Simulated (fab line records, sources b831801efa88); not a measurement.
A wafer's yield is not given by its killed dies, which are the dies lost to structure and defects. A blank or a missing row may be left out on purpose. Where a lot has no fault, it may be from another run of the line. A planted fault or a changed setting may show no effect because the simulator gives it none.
Split-lot experiment :: flow sky130 :: 5 lots, 23 wafers read, on a route of 708 steps

== ABOUT THE SPLIT ==
At SKY_CAPM_SPUTTER_02 (material TiN, target thk 200 nm, time 166.7 s), the setting time-s was moved away from the recipe's 166.7 s on 7 of the 23 wafers read, by -4.0% to +10.3%. All remaining wafers had this setting at the recipe value.

== FROM THE SPLIT TO THE READING: what the file shows between them, 2 steps ==
- SKY_CAPM_RS_MEAS_03: measures by four-point-probe
- SKY_CAPM_THK_MEAS_04: measures by xrf

== THE READING ==
oes-product-au, in a.u., at SKY_CAPM_METAL_ETCH_13 (etches TiN in Cl2/BCl3, stops on SiO2, target depth 220 nm, time 62.9 s). A value of 0.935 a.u. with a standard deviation of 0.0077 a.u. is what fault-free wafers of this fab line usually give.

wafer: L077.1
tool, chamber at the split: pvd-sputter-04, -
time-s as run, s: 166.7
against the recipe: recipe
oes-product-au, a.u.: 0.937
against lot-mates on the recipe: -

wafer: L077.2
tool, chamber at the split: pvd-sputter-04, -
time-s as run, s: 181.4
against the recipe: +8.8%
oes-product-au, a.u.: 0.990
against lot-mates on the recipe: +0.051

wafer: L077.3
tool, chamber at the split: pvd-sputter-04, -
time-s as run, s: 166.7
against the recipe: recipe
oes-product-au, a.u.: 0.935
against lot-mates on the recipe: -

wafer: L077.4
tool, chamber at the split: pvd-sputter-04, -
time-s as run, s: 166.7
against the recipe: recipe
oes-product-au, a.u.: 0.946
against lot-mates on the recipe: -

wafer: L077.6
tool, chamber at the split: pvd-sputter-04, -
time-s as run, s: 181.4
against the recipe: +8.8%
oes-product-au, a.u.: 0.979
against lot-mates on the recipe: +0.040

wafer: L074.1
tool, chamber at the split: pvd-sputter-03, -
time-s as run, s: 166.7
against the recipe: recipe
oes-product-au, a.u.: 0.933
against lot-mates on the recipe: -

wafer: L074.4
tool, chamber at the split: pvd-sputter-03, -
time-s as run, s: 166.7
against the recipe: recipe
oes-product-au, a.u.: 0.929
against lot-mates on the recipe: -

wafer: L074.5
tool, chamber at the split: pvd-sputter-03, -
time-s as run, s: 166.7
against the recipe: recipe
oes-product-au, a.u.: 0.934
against lot-mates on the recipe: -

wafer: L078.1
tool, chamber at the split: pvd-sputter-04, -
time-s as run, s: 166.7
against the recipe: recipe
oes-product-au, a.u.: 0.941
against lot-mates on the recipe: -

wafer: L078.2
tool, chamber at the split: pvd-sputter-04, -
time-s as run, s: 166.7
against the recipe: recipe
oes-product-au, a.u.: 0.922
against lot-mates on the recipe: -

wafer: L078.3
tool, chamber at the split: pvd-sputter-04, -
time-s as run, s: 166.7
against the recipe: recipe
oes-product-au, a.u.: 0.925
against lot-mates on the recipe: -

wafer: L078.4
tool, chamber at the split: pvd-sputter-04, -
time-s as run, s: 166.7
against the recipe: recipe
oes-product-au, a.u.: 0.940
against lot-mates on the recipe: -

wafer: L078.5
tool, chamber at the split: pvd-sputter-04, -
time-s as run, s: 166.7
against the recipe: recipe
oes-product-au, a.u.: 0.936
against lot-mates on the recipe: -

wafer: L082.1
tool, chamber at the split: pvd-sputter-04, -
time-s as run, s: 166.7
against the recipe: recipe
oes-product-au, a.u.: 0.918
against lot-mates on the recipe: -

wafer: L082.2
tool, chamber at the split: pvd-sputter-04, -
time-s as run, s: 166.7
against the recipe: recipe
oes-product-au, a.u.: 0.938
against lot-mates on the recipe: -

wafer: L082.3
tool, chamber at the split: pvd-sputter-04, -
time-s as run, s: 183.9
against the recipe: +10.3%
oes-product-au, a.u.: 0.985
against lot-mates on the recipe: +0.057

wafer: L082.4
tool, chamber at the split: pvd-sputter-04, -
time-s as run, s: 183.9
against the recipe: +10.3%
oes-product-au, a.u.: 0.987
against lot-mates on the recipe: +0.059

wafer: L082.5
tool, chamber at the split: pvd-sputter-04, -
time-s as run, s: 183.9
against the recipe: +10.3%
oes-product-au, a.u.: 0.980
against lot-mates on the recipe: +0.052

wafer: L083.1
tool, chamber at the split: pvd-sputter-04, -
time-s as run, s: 166.7
against the recipe: recipe
oes-product-au, a.u.: 0.934
against lot-mates on the recipe: -

wafer: L083.2
tool, chamber at the split: pvd-sputter-04, -
time-s as run, s: 160.1
against the recipe: -4.0%
oes-product-au, a.u.: 0.892
against lot-mates on the recipe: -0.041

wafer: L083.4
tool, chamber at the split: pvd-sputter-04, -
time-s as run, s: 166.7
against the recipe: recipe
oes-product-au, a.u.: 0.933
against lot-mates on the recipe: -

wafer: L083.5
tool, chamber at the split: pvd-sputter-04, -
time-s as run, s: 166.7
against the recipe: recipe
oes-product-au, a.u.: 0.931
against lot-mates on the recipe: -

wafer: L083.6
tool, chamber at the split: pvd-sputter-04, -
time-s as run, s: 160.1
against the recipe: -4.0%
oes-product-au, a.u.: 0.923
against lot-mates on the recipe: -0.010

THE FIT
A straight line over all 23 wafers: oes-product-au changes by +0.00534 a.u. for each +1% of time-s; r = +0.95; the points scatter about the line by 0.0083 a.u.
The same after taking each lot's own level away (the mean of its wafers on the recipe; 23 wafers): +0.00544 a.u. for each +1%; r = +0.96; scatter 0.0075 a.u.
The reading moves by 0.056 a.u. for the largest change in time-s, on that fit.
Measured against the standard deviation above, the lots' own levels, which go from 0.9280 to 0.9393 a.u., span 1.5 times it.
The two slopes agree, so the slope changes little with the lot-to-lot level.
Check: with one of the wafers moved furthest among these (+10.3%) left out of the fit, the line predicts +0.0551 a.u. for it against its lot-mates. It came out at +0.057 a.u. against them.

== THE OTHER SPLITS THESE WAFERS WENT THROUGH ==
Before the reading, these wafers also passed through other splits. Each is held against what the fit with the lots' levels taken away leaves over:
other split on the same wafers: SKY_METAL2_SPUTTER_00 power-w
wafers away from the commonest value: 4
r with oes-product-au (lot level and that fit taken away): -0.19

other split on the same wafers: SKY_VIA2_EXPOSE_09 dose-mj
wafers away from the commonest value: 5
r with oes-product-au (lot level and that fit taken away): +0.01

== THE WHOLE CHAIN: every reading that the file lists as answering this split, in the file's order ==
step: SKY_CAPM_SPUTTER_02
what it does: material TiN, target thk 200 nm, time 166.7 s
reading: TiN_of_CAPM_SPUTTER_02.thk-nm (the simulator's own value, which no gauge read)
change (the file's fit): +2.08 nm for each +1% of the setting
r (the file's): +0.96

step: SKY_CAPM_RS_MEAS_03
what it does: measures by four-point-probe
reading: CAPM_TIN_RS
change (the file's fit): -0.0679 for each +1% of the setting
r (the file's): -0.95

step: SKY_CAPM_THK_MEAS_04
what it does: measures by xrf
reading: CAPM_TIN_THK
change (the file's fit): +2.15 for each +1% of the setting
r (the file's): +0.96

step: SKY_CAPM_METAL_ETCH_13
what it does: etches TiN in Cl2/BCl3, stops on SiO2, target depth 220 nm, time 62.9 s
reading: oes-product-au
change (the file's fit): +0.00537 a.u. for each +1% of the setting
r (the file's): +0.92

== THE FILE'S OWN FIT ==
oes-product-au changes by +0.00537 a.u. for each +1% of time-s, r = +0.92.
